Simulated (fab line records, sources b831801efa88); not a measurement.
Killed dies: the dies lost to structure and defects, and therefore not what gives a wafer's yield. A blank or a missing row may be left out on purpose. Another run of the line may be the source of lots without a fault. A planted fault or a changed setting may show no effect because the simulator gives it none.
Chamber matching / flow gf180mcu / GF_SAB_CVD_00 on pecvd-03: 3 sister chambers
The step deposits SiO2 from TEOS, target thk 50 nm, time 4.9302 s. 14 wafers are shown with their chamber, then 7 later ones without.

== WAFERS, EACH WITH ITS CHAMBER ==
wafer=L231.1; chamber=0; heater_power_w (W)=671; susceptor_temp_C (C)=400.03
wafer=L231.2; chamber=2; heater_power_w (W)=695; susceptor_temp_C (C)=400.04
wafer=L231.5; chamber=1; heater_power_w (W)=739; susceptor_temp_C (C)=399.99
wafer=L235.2; chamber=1; heater_power_w (W)=768; susceptor_temp_C (C)=399.94
wafer=L235.5; chamber=2; heater_power_w (W)=641; susceptor_temp_C (C)=399.85
wafer=L235.6; chamber=1; heater_power_w (W)=761; susceptor_temp_C (C)=399.81
wafer=L240.1; chamber=0; heater_power_w (W)=671; susceptor_temp_C (C)=399.84
wafer=L240.3; chamber=0; heater_power_w (W)=678; susceptor_temp_C (C)=400.27
wafer=L240.4; chamber=2; heater_power_w (W)=662; susceptor_temp_C (C)=400.50
wafer=L241.3; chamber=0; heater_power_w (W)=545; susceptor_temp_C (C)=400.43
wafer=L241.5; chamber=0; heater_power_w (W)=559; susceptor_temp_C (C)=400.10
wafer=L241.6; chamber=1; heater_power_w (W)=704; susceptor_temp_C (C)=400.08
wafer=L242.1; chamber=2; heater_power_w (W)=693; susceptor_temp_C (C)=400.04
wafer=L242.3; chamber=0; heater_power_w (W)=563; susceptor_temp_C (C)=400.27

SIGNATURES (averages over the wafers above)
reading=heater_power_w; chamber 0=614.50; chamber 1=743.00; chamber 2=672.75; scatter within a chamber=48.1
reading=susceptor_temp_C; chamber 0=400.1567; chamber 1=399.9550; chamber 2=400.1075; scatter within a chamber=0.211
Rule: a wafer lies at a distance from a chamber equal to the root of the sum of squares, over the readings, of (its reading less the chamber's mean, divided by the reading's scatter). The wafer belongs to the nearest chamber; if the next one is less than 2 further off, it can't be placed. How the scatter is found: for the shown wafers, subtract from each reading the mean of its chamber, square and add these, divide the total by (wafers less chambers), then take the root.

== WAFERS WITHOUT THEIR CHAMBER ==
wafer=L242.4; heater_power_w (W)=590; susceptor_temp_C (C)=399.90
wafer=L251.1; heater_power_w (W)=647; susceptor_temp_C (C)=400.18
wafer=L251.3; heater_power_w (W)=678; susceptor_temp_C (C)=399.76
wafer=L251.6; heater_power_w (W)=681; susceptor_temp_C (C)=400.14
wafer=L253.1; heater_power_w (W)=758; susceptor_temp_C (C)=400.46
wafer=L253.2; heater_power_w (W)=617; susceptor_temp_C (C)=400.05
wafer=L253.4; heater_power_w (W)=626; susceptor_temp_C (C)=400.18

== THE CHAMBER EACH PASSED THROUGH ==
wafer=L242.4; from the rows above=can't be placed: 0 or 2 or 1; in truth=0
wafer=L251.1; from the rows above=can't be placed: 2 or 0 or 1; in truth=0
wafer=L251.3; from the rows above=can't be placed: 1 or 2 or 0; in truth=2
wafer=L251.6; from the rows above=can't be placed: 2 or 0 or 1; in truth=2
wafer=L253.1; from the rows above=can't be placed: 1 or 2 or 0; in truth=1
wafer=L253.2; from the rows above=can't be placed: 0 or 2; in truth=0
wafer=L253.4; from the rows above=can't be placed: 0 or 2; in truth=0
Correct placement for 0 of the 7. Can't be placed from these rows: 7 (the true chamber is among the candidates in 7). Wrongly placed: 0.
